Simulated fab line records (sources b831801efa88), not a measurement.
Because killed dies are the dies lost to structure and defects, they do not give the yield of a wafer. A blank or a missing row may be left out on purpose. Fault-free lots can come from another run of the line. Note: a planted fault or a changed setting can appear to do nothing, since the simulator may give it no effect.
Comparing a struck lot with a sound one ; flow sky130 ; 16 steps out of a route of 708
Sound: wafers L732.1, L732.2, L732.3. Wafers L750.1, L750.3, L750.5 were the ones struck. The cause is named last.
At each step with rows: each side's tool, then ch and its chambers, then its first start. Under that, the readings that differ: sound wafers ; struck wafers ; difference of the means ; sigmas: that difference in standard deviations of wafers without a fault.
alike: same words and numbers on both sides, and readings whose means sit less than 2 such deviations apart. not compared: any withheld reading, any reading some wafer has no value for, any bound like >300 that may hide the same value, and any number with overlapping values for which the record gives no deviation.
The two part at a step that has a row with sigmas, a row that says differs or no value, or rows on one side only. Non-overlapping numbers with no deviation appear without sigmas and do not part them. A reading missing from all wafers of one side parts the sides only when that side holds two or more wafers.

first, 3 steps without rows for these wafers: SKY_METAL2_EXPOSE_12 (exposes mask MM2, target cd 140 nm); SKY_METAL2_PEB_13; SKY_METAL2_DEVELOP_14 (develop time 60 s).
SKY_METAL2_CD_MEAS_15: the cd target is 140 nm.
  sound: cdSem-02 at day 37 04:19; struck: cdSem-02 at day 41 19:43
  alike: cdNm
SKY_METAL2_OVL_MEAS_16:
  sound: overlay-01 at day 37 04:26; struck: overlay-02 at day 41 19:50
  alike: METAL2_OVL
SKY_METAL2_DESCUM_17: chemistry O2, time 8 s.
  sound on rieMetal-03 ch 0,1, day 37 04:28; struck on rieMetal-03 ch 0,1, day 41 19:52
  alike: drypumpMotorCurrentA, oesProductAu
  not compared: rfHoursCounterH
SKY_METAL2_ETCH_18: etches BARC in N2/H2, stops on SiO2, time 45.9 s, target depth 60 nm.
  sound on rieMetal-03 ch 0,1, day 37 04:30; struck on rieMetal-03 ch 0,1, day 41 19:54
reading;sound;struck;difference;sigmas
throttleValvePct (%);13.219 13.221 13.210;13.241 13.232 13.240;+0.021;+2
  alike: drypumpMotorCurrentA, n2FlowSccm, oesProductAu
  not compared: rfHoursCounterH
SKY_METAL2_METAL_ETCH_19: etches the open film in Cl2/BCl3, stops on SiO2, target depth 360 nm, time 78 s.
  sound on rieMetal-03 ch 0,1, day 37 04:34; struck on rieMetal-03 ch 0,1, day 41 19:58
  alike: drypumpMotorCurrentA, oesProductAu, throttleValvePct
  not compared: rfHoursCounterH
SKY_METAL2_STRIP_20: strips in O2/N2.
  sound on plasmaAsher-04 ch 0,1, day 37 04:39; struck on plasmaAsher-04 ch 0,1, day 41 20:03
  alike: drypumpMotorCurrentA, n2FlowSccm, o2FlowSccm, oesProductAu, stripTimeToEndpointS
  not compared: rfHoursCounterH
then, 3 steps without rows for these wafers: SKY_METAL2_STRIP_21 (strips in post etch residue remover, time 1200 s); SKY_METAL2_CLEAN_22 (cleans in IPA, time 180 s); SKY_METAL2_CLEAN_23 (cleans in O3/DIW).
SKY_VIA2_HDPCVD_00: deposits SiO2, target thk 1180 nm, time 196.7 s.
  sound on hdpcvd-02 ch 0,1,2, day 37 05:46; struck on hdpcvd-01 ch 0,1,2, day 41 20:38
reading;sound;struck;difference;sigmas
sih4FlowSccm (sccm);59.93 59.97 60.19;90.14 89.93 89.86;+29.95;+99 or more
model.SiO2_of_VIA2_HDPCVD_00.thkNm (nm);1161 1164 1166;1782 1787 1789;+622;
SKY_VIA2_THK_MEAS_01:
  sound: filmMetro-02 at day 37 05:54; struck: filmMetro-03 at day 41 20:46
reading;sound;struck;difference;sigmas
VIA2_HDPCVD_THK (nm);1161 1164 1167;1781 1787 1790;+622;+52
SKY_VIA2_CMP_02: polishes SiO2.
  sound on cmp-02 ch 0,1,2, day 37 06:13; struck on cmp-01 ch 0,3, day 41 20:50
  alike: motorCurrentA
-- the record jumps here: 9 days lie between the struck wafers' starts before and after (it left off in module VIA2 and takes up again in module PAD_OPEN, whose first step shown is number 708 of the route) --
SKY_PAD_OPEN_PROBE_99:
  sound: prober-02 at day 47 08:52; struck: prober-01 at day 50 18:08
reading;sound;struck;difference;sigmas
killedAtFrontEnd;23 24 17;9 10 12;-11;-2
killedShort;44 43 47;37 16 40;-14;-2
  alike: defectLimitedYield, killed_at_M0_to_M3, killed_at_M4_up, killedAtContacts, killedAtOther, killedDies, killedOpen, sort_bin_3_pad_short, sort_bin_5_function, sort_bin_6_memory, sortNPass, sortYieldPct

WHERE THEY PART
Last at SKY_PAD_OPEN_PROBE_99 as far as this record goes, first at SKY_METAL2_ETCH_18.

WHY: what had been put in by the simulator
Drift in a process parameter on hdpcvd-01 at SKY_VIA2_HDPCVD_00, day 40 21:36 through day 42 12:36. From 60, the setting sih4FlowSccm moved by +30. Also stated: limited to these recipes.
